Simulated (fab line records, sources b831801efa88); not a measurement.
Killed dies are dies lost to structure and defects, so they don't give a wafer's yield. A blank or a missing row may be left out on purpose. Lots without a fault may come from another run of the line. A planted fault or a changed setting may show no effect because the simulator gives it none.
fab line records | flow gf180mcu
record lots=24 wafers=72 last_day=34
route steps=602 shown CONTACT@305 V3@434 V4@500 MIM@522 M5@536 V5@563
lots that met no fault: from a run of the same line without faults
start_h: hours from the record's first day to the start of the lot's first wafer shown | wait_h: hours since the lot's step before | " the same as in the row above | L1.1+2: a row that stands for several wafers | - no value, or no start given | * or withheld: withheld | < > ~ a bound
route shown NAME@n: a module of which the file shows steps, and the number in the route of the first | usual: mean/standard deviation of fault-free wafers | same: alike in all rows | chamber/n: place in a boat | sites: the reading at each site | _std_site: their standard deviation | _edge_site: outer sites' mean less inner sites' | radius_mm: how far each site lies from the wafer's centre | mask NAME#n: copy n | behind: the tool/chamber that last shaped the wafer | hold: why the lot was held/for how many hours/how that ended | device: the transistor (n, p or np) that didn't switch | end of line: the same wafers' tests at the end of the route | a step without rows: its recipe alone | killed: dies lost to structure and defects at the first sort, not the wafer's yield | map: a wafer's dies, x killed, . not, _ none there
set.NAME: the setting as run; set.NAME@STEP: as run at that earlier step | model.NAME: the simulator's own value behind a step, which no gauge read
steps of the route over a sample of lots; a table a step, a row a wafer
services: from which hour (start_h, from the record's first day; less than 0 if before it) a tool's chamber was out of use, for how many hours, and why
## steps
# step GF_CONTACT_STRIP_18
# recipe chemistry=O2/N2 power_w=1400 pressure_mtorr=1500 platen_temp_c=250 o2_flow_sccm=3000 n2_flow_sccm=300 overash_fraction=0.5
# usual drypump_motor_current_A=6.27/0.19 heater_power_w=354/30 n2_flow_sccm=300.1/0.88 oes_product_au=0.581/0.0053
# columns lot.wafer tool chamber start_h wait_h drypump_motor_current_A heater_power_w n2_flow_sccm oes_product_au rf_hours_counter_h
L074.1 plasma_asher-01 1 360.61 - 6.52 373 299.5 0.584 72
L074.4 " 0 " " 6.57 352 300.8 0.585 -
L074.6 " 0 " " 6.58 353 300.8 0.572 -
L075.1 plasma_asher-03 0 365.71 - 5.94 365 301.6 0.595 25
L075.2 " 1 " " 6.27 294 301.0 0.589 25
L075.6 " 0 " " 5.93 355 301.5 0.588 -
L076.1 plasma_asher-04 0 379.62 - 6.25 367 301.8 0.583 59
L076.2 " 1 " " 6.31 368 300.0 0.586 59
L076.4 " 0 " " 6.33 352 299.6 0.588 -
L077.2 plasma_asher-01 1 390.66 - 6.52 382 298.8 0.588 76
L077.5 " 0 " " 6.56 361 299.6 0.573 -
L077.6 " 1 " " 6.50 372 299.7 0.583 -
L078.1 plasma_asher-03 1 401.66 - 6.23 296 300.4 0.581 29
L078.2 " 0 " " 5.93 367 299.4 0.584 29
L078.3 " 1 " " 6.25 299 299.5 0.588 -
L079.2 plasma_asher-01 0 407.62 - 6.55 350 300.2 0.576 77
L079.4 " 1 " " 6.52 372 299.4 0.579 -
L079.5 " 0 " " 6.55 346 300.5 0.588 -
L081.1 plasma_asher-04 0 426.61 - 6.29 355 300.6 0.589 64
L081.2 " 1 " " 6.29 383 299.3 0.570 64
L081.3 " 1 " " 6.32 379 298.5 0.573 -
L080.1 plasma_asher-03 0 427.91 - 5.94 349 300.6 0.574 32
L080.4 " 0 " " 5.93 374 300.3 0.574 -
L080.6 " 1 " " 6.23 300 300.0 0.584 -
L082.2 plasma_asher-03 1 437.87 - 6.26 291 299.7 0.577 33
L082.4 " 1 " " 6.25 301 299.7 0.588 -
L082.5 " 0 " " 5.93 357 299.6 0.580 -
L083.2 plasma_asher-01 0 444.51 - 6.57 350 299.1 0.573 82
L083.3 " 1 " " 6.51 376 299.7 0.582 -
L083.4 " 0 " " 6.54 354 299.2 0.583 -
L084.1 plasma_asher-04 1 456.07 - 6.31 383 300.1 0.570 67
L084.2 " 0 " " 6.25 355 300.7 0.582 67
L084.4 " 1 " " 6.32 383 299.7 0.580 -
L085.2 plasma_asher-01 1 462.52 - 6.55 369 299.8 0.584 83
L085.3 " 0 " " 6.53 355 301.0 0.577 -
L085.5 " 1 " " 6.50 372 301.2 0.581 -
L086.3 plasma_asher-04 0 469.69 - 6.29 362 297.2 0.589 -
L086.5 " 1 " " 6.32 397 298.5 0.579 -
L086.6 " 0 " " 6.28 370 297.9 0.582 -
L087.3 plasma_asher-04 1 482.69 - 6.32 383 299.7 0.573 -
L087.4 " 0 " " 6.29 359 300.7 0.591 -
L087.6 " 1 " " 6.33 379 299.4 0.575 -
L088.2 plasma_asher-03 1 486.67 - 6.24 299 298.7 0.579 38
L088.4 " 0 " " 5.93 365 300.4 0.575 -
L088.5 " 0 " " 5.94 364 300.3 0.581 -
L089.1 plasma_asher-04 0 496.62 - 6.28 361 298.8 0.584 72
L089.4 " 0 " " 6.29 352 300.3 0.579 -
L089.5 " 0 " " 6.29 366 300.1 0.576 -
L090.1 plasma_asher-04 0 504.32 - 6.26 348 301.4 0.582 73
L090.4 " 1 " " 6.32 389 299.3 0.589 -
L090.6 " 0 " " 6.29 355 301.0 0.574 -
L091.2 plasma_asher-03 0 511.15 - 5.94 357 298.4 0.578 40
L091.3 " 1 " " 6.27 300 301.3 0.584 -
L091.6 " 0 " " 5.91 367 300.8 0.574 -
L092.2 plasma_asher-03 1 517.62 - 6.28 299 300.1 0.579 41
L092.5 " 1 " " 6.23 296 300.7 0.575 -
L092.6 " 0 " " 5.93 367 301.0 0.579 -
L093.2 plasma_asher-04 0 524.55 - 6.26 355 300.8 0.578 75
L093.3 " 0 " " 6.26 356 299.0 0.575 -
L093.4 " 1 " " 6.31 374 300.8 0.579 -
L094.4 plasma_asher-04 1 534.40 - 6.31 387 300.0 0.586 -
L094.5 " 0 " " 6.26 363 299.0 0.586 -
L094.6 " 1 " " 6.30 386 298.9 0.581 -
L095.1 plasma_asher-03 1 545.75 - 6.25 294 299.4 0.578 42
L095.5 " 0 " " 5.91 369 300.0 0.583 -
L095.6 " 1 " " 6.24 298 300.5 0.583 -
L096.2 plasma_asher-03 0 552.20 - 5.93 368 300.5 0.582 43
L096.3 " 0 " " 5.94 360 299.8 0.584 -
L096.5 " 0 " " 5.93 353 299.6 0.582 -
L097.1 plasma_asher-04 1 557.10 - 6.33 390 300.6 0.580 79
L097.5 " 1 " " 6.31 380 300.6 0.580 -
L097.6 " 0 " " 6.30 356 299.8 0.580 -
# step GF_V3_BOW_MEAS_05
# recipe mode=bow
# usual V3_BOW=118/9
# columns lot.wafer tool chamber start_h wait_h V3_BOW[um]
L074.1 film_metro-03 - 487.79 0.1 117
L074.4 " - " " 116
L074.6 " - " " 103
L075.1 film_metro-02 - 492.75 0.2 124
L075.2 " - " " 102
L075.6 " - " " 98
L076.1 film_metro-01 - 507.17 0.1 101
L076.2 " - " " 113
L076.4 " - " " 117
L077.2 film_metro-02 - 519.53 0.1 119
L077.5 " - " " 114
L077.6 " - " " 116
L078.1 film_metro-03 - 529.97 0.2 101
L078.2 " - " " 113
L078.3 " - " " 117
L079.2 film_metro-03 - 536.02 0.2 115
L079.4 " - " " 114
L079.5 " - " " 123
L081.1 film_metro-01 - 553.20 0.1 125
L081.2 " - " " 117
L081.3 " - " " 118
L080.1 film_metro-02 - 555.00 0.2 101
L080.4 " - " " 115
L080.6 " - " " 118
L082.2 film_metro-02 - 564.36 0.2 118
L082.4 " - " " 96
L082.5 " - " " 113
L083.2 film_metro-01 - 569.22 0.3 105
L083.3 " - " " 122
L083.4 " - " " 130
L084.1 film_metro-01 - 582.20 0.2 136
L084.2 " - " " 125
L084.4 " - " " 120
L085.2 film_metro-02 - 585.81 0.3 126
L085.3 " - " " 118
L085.5 " - " " 118
L086.3 film_metro-01 - 591.45 0.2 124
L086.5 " - " " 114
L086.6 " - " " 116
L087.3 film_metro-01 - 604.30 0.2 112
L087.4 " - " " 143
L087.6 " - " " 115
L088.2 film_metro-03 - 608.13 0.2 115
L088.4 " - " " 124
L088.5 " - " " 119
L089.1 film_metro-02 - 614.65 0.1 123
L089.4 " - " " 124
L089.5 " - " " 128
L090.1 film_metro-01 - 624.35 0.2 128
L090.4 " - " " 113
L090.6 " - " " 113
L091.2 film_metro-03 - 628.02 0.2 118
L091.3 " - " " 124
L091.6 " - " " 117
L092.2 film_metro-03 - 634.92 0.2 108
L092.5 " - " " 96
L092.6 " - " " 121
L093.2 film_metro-02 - 639.98 0.2 113
L093.3 " - " " 103
L093.4 " - " " 114
L094.4 film_metro-01 - 649.21 0.3 127
L094.5 " - " " 125
L094.6 " - " " 125
L095.1 film_metro-02 - 659.78 0.1 125
L095.5 " - " " 125
L095.6 " - " " 130
L096.2 film_metro-01 - 664.23 0.1 116
L096.3 " - " " 126
L096.5 " - " " 118
L097.1 film_metro-02 - 667.67 0.1 116
L097.5 " - " " 120
L097.6 " - " " 116
# step GF_V4_RS_MEAS_24
# recipe thk_meas_gauge=four-point-probe reads=W_of_V4_CVD_23+TiN_of_V4_SPUTTER_22+Ti_of_V4_SPUTTER_21
# usual V4_W_RS=0.327/0.0037
# columns lot.wafer tool chamber start_h wait_h V4_W_RS[ohm/sq]
L074.1 film_metro-04 - 560.37 0.1 0.330
L074.4 " - " " 0.332
L074.6 " - " " 0.332
L075.1 film_metro-03 - 564.37 0.1 0.326
L075.2 " - " " 0.330
L075.6 " - " " 0.326
L076.1 film_metro-03 - 578.20 0.1 0.331
L076.2 " - " " 0.323
L076.4 " - " " 0.330
L077.2 film_metro-04 - 589.74 0.1 0.328
L077.5 " - " " 0.325
L077.6 " - " " 0.330
L078.1 film_metro-03 - 599.83 0.1 0.327
L078.2 " - " " 0.330
L078.3 " - " " 0.325
L079.2 film_metro-03 - 604.89 0.1 0.320
L079.4 " - " " 0.322
L079.5 " - " " 0.323
L081.1 film_metro-03 - 621.19 0.1 0.329
L081.2 " - " " 0.322
L081.3 " - " " 0.331
L080.1 film_metro-03 - 624.47 0.1 0.330
L080.4 " - " " 0.329
L080.6 " - " " 0.331
L082.2 film_metro-02 - 632.32 0.1 0.327
L082.4 " - " " 0.319
L082.5 " - " " 0.332
L083.2 film_metro-04 - 635.64 0.2 0.330
L083.3 " - " " 0.332
L083.4 " - " " 0.331
L084.1 film_metro-03 - 647.63 0.1 0.328
L084.2 " - " " 0.333
L084.4 " - " " 0.333
L085.2 film_metro-03 - 651.38 0.1 0.323
L085.3 " - " " 0.330
L085.5 " - " " 0.329
L086.3 film_metro-02 - 656.36 0.1 0.326
L086.5 " - " " 0.325
L086.6 " - " " 0.328
L087.3 film_metro-04 - 668.86 0.1 0.327
L087.4 " - " " 0.327
L087.6 " - " " 0.325
L088.2 film_metro-04 - 672.82 0.1 0.329
L088.4 " - " " 0.333
L088.5 " - " " 0.326
L089.1 film_metro-04 - 678.27 0.1 0.328
L089.4 " - " " 0.330
L089.5 " - " " 0.332
L090.1 film_metro-02 - 687.61 0.1 0.321
L090.4 " - " " 0.329
L090.6 " - " " 0.328
L091.2 film_metro-03 - 689.99 0.1 0.330
L091.3 " - " " 0.327
L091.6 " - " " 0.329
L092.2 film_metro-04 - 697.50 0.1 0.333
L092.5 " - " " 0.330
L092.6 " - " " 0.332
L093.2 film_metro-04 - 702.20 0.1 0.329
L093.3 " - " " 0.331
L093.4 " - " " 0.328
L094.4 film_metro-04 - 710.58 0.1 0.328
L094.5 " - " " 0.326
L094.6 " - " " 0.328
L095.1 film_metro-04 - 719.84 0.1 0.328
L095.5 " - " " 0.325
L095.6 " - " " 0.329
L096.2 film_metro-03 - 723.64 0.1 0.337
L096.3 " - " " 0.324
L096.5 " - " " 0.321
L097.1 film_metro-02 - 726.86 0.1 0.321
L097.5 " - " " 0.323
L097.6 " - " " 0.331
# step GF_MIM_METAL_ETCH_19
# recipe chemistry=Cl2/BCl3 mask_material=NOVOLAK stop_on=Si3N4 target_depth_nm=324.5 pressure_mtorr=8 icp_w=800 bias_w=140 Cl2_flow_sccm=80 bcl3_flow_sccm=40 time_s=54.1
# usual bcl3_flow_sccm=40.03/0.12 bias_w=140.0/0.43 drypump_motor_current_A=5.8/0.48 he_backside_leak_sccm=3.28/0.19 oes_product_au=0.939/0.006 throttle_valve_pct=28.287/0.01
# columns lot.wafer tool chamber start_h wait_h bcl3_flow_sccm bias_w drypump_motor_current_A he_backside_leak_sccm oes_product_au rf_hours_counter_h throttle_valve_pct
L074.1 rie_metal-01 0 583.08 0.1 39.97 140.6 5.9 3.28 0.939 5 28.280
L074.4 " 0 " " 39.97 140.2 5.9 3.07 0.940 - 28.285
L074.6 " 0 " " 40.03 140.1 5.9 3.18 0.933 - 28.283
L075.1 rie_metal-04 0 586.78 0.1 40.14 138.9 5.8 3.53 0.942 11 28.290
L075.2 " 1 " " 39.93 139.9 6.6 3.47 0.937 10 28.297
L075.6 " 0 " " 39.96 139.1 5.7 3.46 0.934 - 28.296
L076.1 rie_metal-01 0 600.49 0.1 40.30 139.9 5.9 3.22 0.944 5 28.283
L076.2 " 0 " " 40.06 139.8 5.9 3.00 0.950 - 28.283
L076.4 " 0 " " 40.14 140.0 5.9 3.14 0.947 - 28.289
L077.2 rie_metal-04 1 611.44 0.1 39.91 141.0 6.5 3.47 0.952 11 28.275
L077.5 " 1 " " 40.05 140.2 6.6 3.44 0.954 - 28.279
L077.6 " 0 " " 39.85 140.5 5.7 3.45 0.954 - 28.287
L078.1 rie_metal-02 0 621.29 0.1 40.20 139.6 5.1 3.22 0.928 4 28.293
L078.2 " 1 " " 40.13 140.1 6.1 3.28 0.944 1 28.288
L078.3 " 1 " " 40.00 139.6 6.1 3.17 0.925 - 28.280
L079.2 rie_metal-02 0 626.19 0.1 40.13 140.6 5.1 3.13 0.938 4 28.266
L079.4 " 1 " " 40.26 139.5 6.1 3.48 0.938 - 28.292
L079.5 " 0 " " 40.07 139.5 5.1 3.07 0.933 - 28.279
L081.1 rie_metal-02 1 641.89 0.1 40.07 139.8 6.1 3.52 0.934 1 28.290
L081.2 " 0 " " 40.16 141.0 5.1 3.08 0.937 5 28.298
L081.3 " 0 " " 40.29 140.4 5.1 3.02 0.942 - 28.282
L080.1 rie_metal-04 0 644.64 0.1 39.88 139.5 5.7 3.55 0.935 13 28.302
L080.4 " 0 " " 39.94 139.7 5.7 3.72 0.934 - 28.278
L080.6 " 0 " " 39.82 139.3 5.7 3.65 0.934 - 28.292
L082.2 rie_metal-01 1 652.88 0.1 39.97 140.0 5.7 3.07 0.946 2 28.294
L082.4 " 1 " " 39.83 140.3 5.7 3.01 0.936 - 28.277
L082.5 " 0 " " 40.01 139.8 5.9 3.36 0.937 - 28.297
L083.2 rie_metal-04 0 656.18 0.1 39.87 139.9 5.7 3.57 0.932 13 28.295
L083.3 " 1 " " 39.98 139.8 6.6 3.57 0.935 - 28.292
L083.4 " 0 " " 39.86 140.4 5.7 3.60 0.930 - 28.288
L084.1 rie_metal-02 0 667.79 0.1 40.06 139.7 5.1 3.20 0.940 6 28.291
L084.2 " 1 " " 40.20 140.5 6.1 3.32 0.933 2 28.285
L084.4 " 0 " " 40.06 140.4 5.1 3.07 0.935 - 28.318
L085.2 rie_metal-04 1 671.44 0.1 40.13 140.0 6.5 3.56 0.938 13 28.277
L085.3 " 1 " " 40.12 140.1 6.5 3.55 0.952 - 28.284
L085.5 " 1 " " 40.11 139.6 6.5 3.50 0.945 - 28.294
L086.3 rie_metal-02 1 676.91 0.1 39.72 140.1 6.1 3.38 0.937 - 28.276
L086.5 " 1 " " 39.87 139.3 6.1 3.23 0.935 - 28.283
L086.6 " 0 " " 39.99 139.4 5.1 3.18 0.945 - 28.291
L087.3 rie_metal-01 1 688.01 0.1 40.03 140.2 5.7 3.08 0.943 - 28.286
L087.4 " 0 " " 39.98 140.0 5.9 3.36 0.939 - 28.279
L087.6 " 1 " " 40.02 139.8 5.7 3.15 0.931 - 28.304
L088.2 rie_metal-04 1 692.71 0.1 40.19 139.4 6.6 3.55 0.947 - 28.290
L088.4 " 1 " " 40.13 140.0 6.5 3.44 0.938 - 28.283
L088.5 " 1 " " 40.09 139.6 6.6 3.54 0.939 - 28.285
L089.1 rie_metal-02 1 697.48 0.1 40.03 140.2 6.1 3.43 0.933 3 28.277
L089.4 " 0 " " 39.99 139.8 5.1 3.13 0.937 - 28.277
L089.5 " 1 " " 40.11 139.9 6.1 3.32 0.943 - 28.273
L090.1 rie_metal-02 1 706.23 0.1 40.08 139.6 6.1 3.12 0.943 4 28.296
L090.4 " 1 " " 40.01 139.9 6.1 3.21 0.945 - 28.288
L090.6 " 0 " " 40.22 139.5 5.1 3.07 0.938 - 28.279
L091.2 rie_metal-02 1 709.29 0.1 40.00 139.8 6.1 3.21 0.946 4 28.283
L091.3 " 0 " " 40.16 140.0 5.1 3.07 0.938 - 28.287
L091.6 " 1 " " 40.00 140.1 6.1 3.23 0.936 - 28.294
L092.2 rie_metal-04 1 716.69 0.1 39.94 139.6 6.6 3.54 0.943 16 28.295
L092.5 " 1 " " 39.83 140.2 6.6 3.52 0.938 - 28.297
L092.6 " 0 " " 40.06 140.7 5.7 3.43 0.936 - 28.290
L093.2 rie_metal-02 0 720.94 0.1 40.06 139.8 5.1 3.07 0.933 8 28.280
L093.3 " 1 " " 40.16 139.9 6.1 3.40 0.945 - 28.295
L093.4 " 0 " " 39.76 140.1 5.1 3.04 0.934 - 28.295
L094.4 rie_metal-02 0 729.01 0.1 40.14 140.5 5.1 3.09 0.935 - 28.289
L094.5 " 0 " " 40.04 140.3 5.1 3.16 0.944 - 28.275
L094.6 " 1 " " 40.02 139.9 6.1 3.33 0.937 - 28.297
L095.1 rie_metal-01 1 738.03 0.1 40.14 139.2 5.7 2.92 0.940 5 28.290
L095.5 " 0 " " 40.04 139.2 5.9 3.07 0.937 - 28.281
L095.6 " 1 " " 40.15 140.0 5.7 3.02 0.940 - 28.302
L096.2 rie_metal-01 0 742.13 0.1 39.79 139.7 5.9 3.24 0.932 11 28.283
L096.3 " 1 " " 40.13 140.0 5.8 3.15 0.935 - 28.268
L096.5 " 0 " " 39.84 140.0 5.9 3.07 0.942 - 28.284
L097.1 rie_metal-01 0 744.58 0.1 39.86 139.7 5.9 3.20 0.935 11 28.297
L097.5 " 1 " " 39.85 140.9 5.7 3.04 0.926 - 28.302
L097.6 " 0 " " 40.07 139.5 5.9 3.33 0.933 - 28.292
# step GF_M5_METAL_ETCH_10
# recipe chemistry=Cl2/BCl3 mask_material=KrF target_depth_nm=750.8 stop_on=SiO2 pressure_mtorr=8 icp_w=800 bias_w=140 Cl2_flow_sccm=80 bcl3_flow_sccm=40 time_s=125.1
# usual bcl3_flow_sccm=39.99/0.12 bias_w=140.0/0.43 drypump_motor_current_A=5.8/0.36 he_backside_leak_sccm=3.42/0.29 oes_product_au=0.989/0.0049 throttle_valve_pct=28.231/0.011
# columns lot.wafer tool chamber start_h wait_h bcl3_flow_sccm bias_w drypump_motor_current_A he_backside_leak_sccm oes_product_au rf_hours_counter_h throttle_valve_pct
L074.1 rie_metal-03 1 605.12 0.0 39.86 140.4 5.9 3.11 0.992 5 28.222
L074.4 " 1 " " 40.05 139.9 5.9 3.24 0.994 - 28.215
L074.6 " 0 " " 39.96 139.9 5.4 3.77 0.995 - 28.248
L075.1 rie_metal-01 1 609.11 0.0 40.07 140.0 5.7 3.07 0.979 0 28.240
L075.2 " 0 " " 39.94 140.2 5.9 3.54 0.991 6 28.219
L075.6 " 0 " " 39.75 140.5 5.9 3.31 0.988 - 28.240
L076.1 rie_metal-04 1 622.17 0.0 40.01 140.1 6.5 3.47 0.990 11 28.232
L076.2 " 0 " " 39.87 140.1 5.7 3.40 0.984 12 28.245
L076.4 " 0 " " 39.59 140.2 5.7 3.21 0.978 - 28.244
L077.2 rie_metal-04 1 632.92 0.0 39.98 141.2 6.5 3.57 0.989 12 28.225
L077.5 " 0 " " 39.77 139.5 5.7 3.50 0.994 - 28.234
L077.6 " 1 " " 40.03 140.5 6.6 3.53 1.000 - 28.219
L078.1 rie_metal-01 0 641.87 0.0 39.87 139.4 5.9 3.31 0.993 7 28.243
L078.2 " 1 " " 40.17 140.6 5.7 3.18 0.988 1 28.236
L078.3 " 0 " " 39.97 139.6 5.9 3.46 0.989 - 28.210
L079.2 rie_metal-01 1 646.96 0.0 39.90 139.7 5.7 3.03 0.988 1 28.224
L079.4 " 0 " " 40.10 139.4 5.9 3.36 0.992 - 28.236
L079.5 " 0 " " 40.09 139.5 5.9 3.31 0.990 - 28.228
L081.1 rie_metal-03 0 662.01 0.0 39.95 139.6 5.5 3.73 0.993 9 28.241
L081.2 " 1 " " 39.87 139.9 5.9 3.31 0.995 7 28.229
L081.3 " 0 " " 39.84 139.3 5.4 3.61 0.989 - 28.219
L080.1 rie_metal-01 0 664.23 0.0 40.01 140.0 5.9 3.17 0.991 7 28.233
L080.4 " 1 " " 40.23 139.7 5.7 3.06 0.994 - 28.236
L080.6 " 0 " " 40.07 140.5 5.9 3.07 0.990 - 28.243
L082.2 rie_metal-03 0 673.16 0.0 39.97 139.6 5.5 3.51 0.987 9 28.244
L082.4 " 1 " " 40.10 139.9 5.9 3.37 0.983 - 28.213
L082.5 " 1 " " 39.94 140.4 5.9 3.32 0.986 - 28.234
L083.2 rie_metal-04 1 676.81 0.0 39.98 140.4 6.5 3.46 0.994 14 28.221
L083.3 " 1 " " 39.92 140.2 6.6 3.57 0.992 - 28.234
L083.4 " 0 " " 39.96 139.3 5.7 3.41 0.990 - 28.247
L084.1 rie_metal-04 1 687.21 0.0 40.00 140.3 6.5 3.47 0.992 14 28.248
L084.2 " 1 " " 40.04 140.3 6.6 3.57 0.985 - 28.234
L084.4 " 1 " " 40.00 139.8 6.6 3.49 0.988 - 28.234
L085.2 rie_metal-04 1 691.21 0.1 39.95 140.1 6.5 3.53 0.987 - 28.228
L085.3 " 1 " " 40.09 139.9 6.5 3.62 0.996 - 28.224
L085.5 " 1 " " 40.02 139.8 6.5 3.60 0.996 - 28.230
L086.3 rie_metal-03 1 696.56 0.1 40.02 140.2 5.9 3.32 0.992 - 28.247
L086.5 " 1 " " 40.00 139.5 5.9 3.22 0.988 - 28.223
L086.6 " 0 " " 40.05 140.3 5.4 3.83 0.990 - 28.228
L087.3 rie_metal-01 0 706.25 0.1 39.89 140.5 5.9 3.52 0.990 - 28.216
L087.4 " 1 " " 39.87 139.4 5.7 3.24 0.984 - 28.219
L087.6 " 0 " " 40.10 140.2 5.9 3.32 0.988 - 28.231
L088.2 rie_metal-03 0 711.48 0.0 39.99 140.2 5.4 3.41 0.996 11 28.222
L088.4 " 0 " " 39.98 140.2 5.4 3.71 0.985 - 28.231
L088.5 " 0 " " 39.82 140.3 5.4 3.75 0.998 - 28.248
L089.1 rie_metal-04 1 716.16 0.0 40.00 139.1 6.6 3.54 0.982 16 28.225
L089.4 " 0 " " 40.03 140.2 5.7 3.56 0.992 - 28.229
L089.5 " 1 " " 40.05 139.8 6.6 3.60 0.981 - 28.252
L090.1 rie_metal-03 1 725.06 0.0 39.92 140.0 5.9 3.29 0.989 10 28.247
L090.4 " 0 " " 39.91 140.8 5.4 3.65 0.983 - 28.253
L090.6 " 1 " " 40.01 139.9 5.9 3.29 0.993 - 28.236
L091.2 rie_metal-03 1 728.21 0.0 39.98 139.1 5.9 3.26 0.979 10 28.238
L091.3 " 1 " " 39.99 139.7 5.9 3.45 0.994 - 28.231
L091.6 " 1 " " 40.07 139.4 5.9 3.41 0.992 - 28.249
L092.2 rie_metal-03 1 734.71 0.0 40.09 140.3 5.9 3.14 0.984 10 28.237
L092.5 " 0 " " 39.95 139.4 5.4 3.66 0.988 - 28.219
L092.6 " 1 " " 39.86 140.0 5.9 3.25 0.992 - 28.243
L093.2 rie_metal-03 0 739.41 0.0 39.88 139.6 5.4 3.84 0.987 12 28.250
L093.3 " 0 " " 39.93 140.2 5.4 3.63 0.987 - 28.223
L093.4 " 1 " " 40.12 140.1 5.9 3.30 0.982 - 28.230
L094.4 rie_metal-03 1 746.47 0.1 40.12 140.8 5.9 3.29 0.989 - 28.218
L094.5 " 0 " " 40.04 139.5 5.4 3.55 0.990 - 28.228
L094.6 " 1 " " 40.01 140.5 5.9 3.20 0.992 - 28.243
L095.1 rie_metal-04 0 755.43 0.0 39.99 140.1 5.6 3.20 0.990 3 28.229
L095.5 " 0 " " 40.09 140.9 5.7 3.32 0.992 - 28.232
L095.6 " 0 " " 39.95 140.5 5.6 3.21 1.003 - 28.244
L096.2 rie_metal-04 0 759.27 0.1 39.73 140.3 5.7 3.52 0.998 - 28.214
L096.3 " 0 " " 40.02 140.8 5.7 3.36 0.986 - 28.232
L096.5 " 0 " " 39.86 140.3 5.7 3.47 0.993 - 28.233
L097.1 rie_metal-03 1 761.46 0.0 40.01 140.1 5.9 3.32 0.987 12 28.238
L097.5 " 1 " " 40.26 139.9 5.9 3.47 0.985 - 28.225
L097.6 " 0 " " 40.07 139.8 5.5 5.84 0.983 - 28.230
# step GF_V5_CVD_23
# recipe material=W target_thk_nm=350 time_s=104.9 temp_c=400 pressure_torr=40
# usual heater_power_w=897/26
# columns lot.wafer tool chamber start_h wait_h heater_power_w
L074.1 cvd_w-02 1 628.24 0.0 899
L074.4 " 1 " " 917
L074.6 " 1 " " 932
L075.1 cvd_w-01 1 631.72 0.0 909
L075.2 " 0 " " 875
L075.6 " 0 " " 876
L076.1 cvd_w-02 1 644.76 0.0 921
L076.2 " 0 " " 877
L076.4 " 1 " " 908
L077.2 cvd_w-01 1 655.11 0.0 911
L077.5 " 0 " " 886
L077.6 " 1 " " 898
L078.1 cvd_w-01 0 664.07 0.0 870
L078.2 " 1 " " 905
L078.3 " 0 " " 883
L079.2 cvd_w-01 0 668.76 0.0 875
L079.4 " 1 " " 886
L079.5 " 1 " " 913
L081.1 cvd_w-02 0 683.58 0.0 896
L081.2 " 1 " " 924
L081.3 " 0 " " 854
L080.1 cvd_w-02 1 685.40 0.0 930
L080.4 " 0 " " 856
L080.6 " 0 " " 865
L082.2 cvd_w-02 1 694.20 0.0 907
L082.4 " 0 " " 876
L082.5 " 1 " " 958
L083.2 cvd_w-02 1 697.68 0.0 940
L083.3 " 0 " " 877
L083.4 " 1 " " 918
L084.1 cvd_w-01 0 707.76 0.0 895
L084.2 " 1 " " 910
L084.4 " 1 " " 891
L085.2 cvd_w-01 0 711.83 0.0 882
L085.3 " 1 " " 926
L085.5 " 1 " " 890
L086.3 cvd_w-01 1 716.81 0.1 920
L086.5 " 0 " " 894
L086.6 " 1 " " 909
L087.3 cvd_w-02 0 726.47 0.1 845
L087.4 " 1 " " 920
L087.6 " 0 " " 872
L088.2 cvd_w-02 1 731.73 0.0 929
L088.4 " 0 " " 875
L088.5 " 1 " " 930
L089.1 cvd_w-02 0 736.18 0.0 862
L089.4 " 1 " " 915
L089.5 " 1 " " 908
L090.1 cvd_w-02 0 744.48 0.0 882
L090.4 " 0 " " 866
L090.6 " 1 " " 952
L091.2 cvd_w-01 1 747.38 0.0 915
L091.3 " 1 " " 911
L091.6 " 0 " " 860
L092.2 cvd_w-01 0 753.88 0.0 862
L092.5 " 0 " " 894
L092.6 " 1 " " 880
L093.2 cvd_w-01 0 758.39 0.0 891
L093.3 " 0 " " 877
L093.4 " 1 " " 922
L094.4 cvd_w-01 1 764.61 0.1 942
L094.5 " 1 " " 927
L094.6 " 0 " " 880
L095.1 cvd_w-02 0 774.02 0.0 864
L095.5 " 1 " " 910
L095.6 " 0 " " 873
L096.2 cvd_w-01 1 777.66 0.0 920
L096.3 " 0 " " 893
L096.5 " 0 " " 873
L097.1 cvd_w-02 0 779.26 0.0 878
L097.5 " 0 " " 887
L097.6 " 1 " " 927
## services
# columns tool chamber start_h hours kind
rie_metal-03 - 372.32 0.2 repair
cvd_w-02 - 390.00 14.0 pm
cvd_w-01 - 407.15 1.5 repair
cvd_w-02 1 417.11 11.5 repair
cvd_w-01 0 443.35 2.3 repair
cvd_w-01 - 455.28 3.7 repair
rie_metal-03 - 468.04 2.8 pm
cvd_w-02 - 516.96 15.6 repair
rie_metal-01 0 531.31 1.6 repair
cvd_w-01 - 535.96 2.8 pm
rie_metal-01 0 551.84 18.2 repair
rie_metal-01 1 552.07 8.6 repair
cvd_w-01 - 552.19 6.9 pm
rie_metal-04 1 557.36 10.6 repair
cvd_w-01 0 568.65 3.4 repair
rie_metal-04 - 578.53 1.0 repair
cvd_w-02 - 593.16 6.0 pm
cvd_w-01 - 613.33 1.2 repair
cvd_w-01 1 629.80 1.8 repair
cvd_w-02 - 631.53 2.8 pm
cvd_w-01 - 635.06 4.3 pm
cvd_w-02 0 635.11 3.2 repair
rie_metal-04 - 636.35 2.8 pm
cvd_w-01 - 681.50 14.6 pm
## key
fault none
